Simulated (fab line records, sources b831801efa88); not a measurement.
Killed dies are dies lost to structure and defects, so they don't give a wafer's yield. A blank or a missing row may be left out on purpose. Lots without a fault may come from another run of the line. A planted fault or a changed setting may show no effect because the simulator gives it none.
Which tool did it? | flow gf180mcu | 14 lots, 42 wafers sampled, at 4 steps of a route of 602

WHAT THE GAUGES READ, wafer by wafer
GF_STI_BOW_MEAS_00. Usual: INCOMING_BOW 0 um, standard deviation 6.1.
lot  | measured    | on            | INCOMING_BOW (um) | flag
L247 | day 1 10:00 | film_metro-03 | 12 -3 2           |
L249 | day 1 20:01 | film_metro-03 | -12 0 -6          |
L250 | day 2 01:00 | film_metro-03 | 14 -8 11          |
L251 | day 2 06:00 | film_metro-04 | -6 -1 1           |
L252 | day 2 11:00 | film_metro-04 | -5 -3 -3          |
L253 | day 2 16:01 | film_metro-02 | -8 8 -5           |
L254 | day 2 21:00 | film_metro-02 | -4 -6 -5          |
L255 | day 3 02:01 | film_metro-02 | 2 -1 3            |
L256 | day 3 07:01 | film_metro-03 | 5 9 15            |
L257 | day 3 12:00 | film_metro-03 | 1 -7 1            |
L264 | day 4 23:01 | film_metro-03 | 1 0 11            |
L266 | day 5 09:00 | film_metro-02 | 1 5 -7            |
L268 | day 5 19:00 | film_metro-04 | 0 -9 6            |
L270 | day 6 05:01 | film_metro-03 | 7 4 10            |

GF_VT_IMPLANT_OVL_MEAS_40. Usual: VT_IMPLANT_03_OVL 0.0 nm, standard deviation 1.3.
lot  | measured     | on         | VT_IMPLANT_03_OVL (nm) | flag
L247 | day 7 12:34  | overlay-01 | -1.8 -0.1 0.5          |
L249 | day 8 01:46  | overlay-01 | 0.1 -1.3 -1.2          |
L250 | day 8 10:46  | overlay-02 | -0.9 0.3 1.2           |
L251 | day 8 17:37  | overlay-01 | 1.7 0.9 0.9            |
L252 | day 9 00:01  | overlay-01 | -1.0 0.8 0.3           |
L253 | day 9 08:53  | overlay-01 | -2.7 -1.2 -2.5         |
L254 | day 9 13:31  | overlay-01 | 0.8 -0.7 -0.7          |
L255 | day 9 17:16  | overlay-01 | 0.7 1.0 -1.2           |
L256 | day 9 22:38  | overlay-01 | -3.1 -0.9 -1.2         |
L257 | day 10 05:22 | overlay-02 | 3.4 2.3 1.3            |
L264 | day 12 05:37 | overlay-01 | - - -0.1               |
L266 | day 12 22:34 | overlay-01 | -0.2 - 1.1             |
L268 | day 13 09:04 | overlay-02 | 1.2 1.3 0.8            |
L270 | day 14 08:13 | overlay-02 | 0.3 0.2 -1.6           |

GF_VT_IMPLANT_TW_MEAS_43. Usual: VT_IMPLANT_4_TW 689, standard deviation 5.5.
lot  | measured     | on            | VT_IMPLANT_4_TW | flag
L247 | day 7 12:51  | film_metro-03 | 686 688 687     |
L249 | day 8 02:04  | film_metro-01 | 689 691 691     |
L250 | day 8 11:02  | film_metro-04 | 697 697 697     |
L251 | day 8 17:54  | film_metro-03 | 685 684 686     |
L252 | day 9 00:18  | film_metro-03 | 682 682 679     |
L253 | day 9 09:10  | film_metro-01 | 690 692 693     |
L254 | day 9 13:47  | film_metro-04 | 688 691 691     |
L255 | day 9 17:33  | film_metro-03 | 682 676 682     |
L256 | day 9 22:55  | film_metro-04 | 691 690 690     |
L257 | day 10 05:38 | film_metro-03 | 684 687 684     |
L264 | day 12 05:54 | film_metro-03 | 30 30 686       | OFF
L266 | day 12 22:50 | film_metro-03 | 683 30 683      | OFF
L268 | day 13 09:22 | film_metro-04 | 699 696 694     |
L270 | day 14 08:31 | film_metro-01 | 693 696 693     |

WHICH TOOL RAN EACH LOT (tool, then ch and the chambers of the sampled wafers, then the start)
lot  | GF_VT_IMPLANT_DEVELOP_39
L247 | litho_track-01 ch 0, day 7 12:25
L249 | litho_track-01 ch 0, day 8 01:38
L250 | litho_track-03 ch 0, day 8 10:37
L251 | litho_track-01 ch 0, day 8 17:28
L252 | litho_track-01 ch 0, day 8 23:52
L253 | litho_track-04 ch 0, day 9 08:45
L254 | litho_track-03 ch 0, day 9 13:22
L255 | litho_track-03 ch 0, day 9 17:08
L256 | litho_track-04 ch 0, day 9 22:30
L257 | litho_track-03 ch 0, day 10 05:13
L264 | litho_track-03 ch 0, day 12 05:29
L266 | litho_track-03 ch 0, day 12 22:25
L268 | litho_track-04 ch 0, day 13 08:55
L270 | litho_track-01 ch 0, day 14 08:05
- GF_VT_IMPLANT_DEVELOP_39: develop time 60 s.

WHAT THE TOOLS THEMSELVES READ (means of the sampled wafers that have a number; where no wafer has one, the mark that the record gives instead)
The record holds no such reading with a usual standard deviation.

THE ANSWER, worked out from the rows above alone
Rule: a lot is off if the mean of its wafers that have a number lies more than 3 standard deviations from the usual mean. A lot without any number at a reading at which 4 lots or more have one is off too. The other lots that the step has rows for count as sound. The gauges are gone through in route order, then the tools' own readings, and for those a lot's mean is taken as printed above. The first step at which some lot is off is used, and at that step the reading that is off furthest; a lot without a number counts as furthest.
Off: L264, L266, at GF_VT_IMPLANT_TW_MEAS_43 (VT_IMPLANT_4_TW).
A tool fits if, at a process step before that reading, it ran every lot that is off, and no sound lot after the first of them. The gauges at GF_VT_IMPLANT_TW_MEAS_43 are tried like those tools. Can't be told from this: 2 tools fit, litho_track-03 at GF_VT_IMPLANT_DEVELOP_39, film_metro-03 at GF_VT_IMPLANT_TW_MEAS_43.

WHAT THE SIMULATOR HAD PUT IN
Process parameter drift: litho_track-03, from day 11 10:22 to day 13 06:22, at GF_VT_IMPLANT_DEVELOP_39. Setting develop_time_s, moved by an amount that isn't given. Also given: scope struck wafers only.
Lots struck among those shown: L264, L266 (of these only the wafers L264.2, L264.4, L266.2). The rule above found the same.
